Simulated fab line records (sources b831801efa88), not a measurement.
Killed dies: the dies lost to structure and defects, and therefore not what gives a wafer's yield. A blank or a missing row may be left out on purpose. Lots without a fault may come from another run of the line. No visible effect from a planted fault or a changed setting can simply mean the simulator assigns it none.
A lot that was struck, set against a sound lot | flow gf180mcu | 16 steps out of a route of 602
Sound: these wafers, L855.1, L855.4, L855.5. Wafers L848.2, L848.3, L848.5 were the ones struck. The cause comes at the end.
At each step with rows: each side's tool, then ch and its chambers, then its first start. Under that, the readings that differ: sound wafers | struck wafers | difference of the means | sigmas: that difference in standard deviations of wafers without a fault.
alike: a reading whose means differ by less than 2 such deviations, as well as words and numbers matching on both sides. not compared: withheld readings; readings where some wafer has no value; bounds like >300 that might hide an equal value; numbers whose values overlap and for which the record gives no deviation.
The two part at a step that has a row with sigmas, a row that says differs or no value, or rows on one side only. Numbers that don't overlap but have no deviation are shown without sigmas and don't part them. A reading missing from all wafers of one side parts the sides only when that side holds two or more wafers.

GF_M3_SPUTTER_04: material TiN, target thk 50 nm, time 41.7 s.
  sound on pvd sputter-04 at day 26 02:44; struck on pvd sputter-04 at day 23 16:26
  alike: chamber pressure pa, throttle valve pct
GF_M3_RS_MEAS_05: measurement is done with a four-point probe.
  sound on film metro-01 at day 26 02:47; struck on film metro-03 at day 23 16:29
  alike: M3_ALCU_RS
GF_M3_THK_MEAS_06: measures by xrf.
  sound on film metro-01 at day 26 02:54; struck on film metro-03 at day 23 16:36
  alike: M3_ALCU_THK
then, 7 steps without rows for these wafers: GF_M3_DEHYDRATE_07 (time 60 s); GF_M3_HMDS_08 (prime time 60 s); GF_M3_COAT_09 (resist thk 1000 nm); GF_M3_SOFTBAKE_10 (time 60 s); GF_M3_EXPOSE_11 (exposes mask Metal3, target cd 280 nm); GF_M3_PEB_12 (peb time 90 s); GF_M3_DEVELOP_13 (develop time 60 s).
GF_M3_CD_MEAS_14: the cd target is 280 nm.
  sound on cd sem-01 at day 26 22:58; struck on cd sem-02 at day 24 14:20
  alike: cd nm
GF_M3_OVL_MEAS_15:
  sound on overlay-01 at day 26 23:05; struck on overlay-01 at day 24 14:27
  alike: M3_OVL
GF_M3_METAL_ETCH_16: etches the open film in Cl2/BCl3, stops on SiO2, target depth 750.8 nm, time 125.1 s.
  sound on rie metal-02 ch 0,1, day 26 23:07; struck on rie metal-03 ch 0,1, day 24 14:29
  no value came back on the struck wafers for any of 5 readings (bcl3 flow sccm (sccm), bias w (W) and others); on the sound wafers bcl3 flow sccm (sccm) reads 40.27 39.88 39.97
  reading                             | sound             | struck          | difference | sigmas
  model.KrF_of_M3_COAT_09.thk nm (nm) | 680.9 679.1 676.5 | 991 991.4 991.6 | +312       |
  not compared: rf hours counter h
GF_M3_STRIP_17: strips in O2/N2.
  sound on plasma asher-01 ch 0,1, day 26 23:14; struck on plasma asher-02 ch 0,1, day 24 14:37
  reading                      | sound             | struck            | difference | sigmas
  oes product au (a.u.)        | 0.534 0.538 0.524 | 0.657 0.657 0.658 | +0.125     | +25
  strip time to endpoint s (s) | 7.34 7.32 7.30    | 10.26 10.27 10.27 | +2.95      | +47
  alike: drypump motor current A, heater power w
  not compared: rf hours counter h
then, 1 step without rows for these wafers: GF_M3_STRIP_18 (strips in post etch residue remover, time 1200 s).
-- the record jumps here: 7 days lie between the struck wafers' starts before and after (it left off in module M3 and takes up again in module PASSIVATION, whose first step shown is number 602 of the route) --
GF_PASSIVATION_PROBE_99:
  only the struck wafers here have rows in the record (prober-01, day 31 15:54); the sound ones have none

## WHERE THEY PART
At GF_M3_METAL_ETCH_16 first; at GF_PASSIVATION_PROBE_99 last (within this record only).

WHY: the cause the simulator had injected
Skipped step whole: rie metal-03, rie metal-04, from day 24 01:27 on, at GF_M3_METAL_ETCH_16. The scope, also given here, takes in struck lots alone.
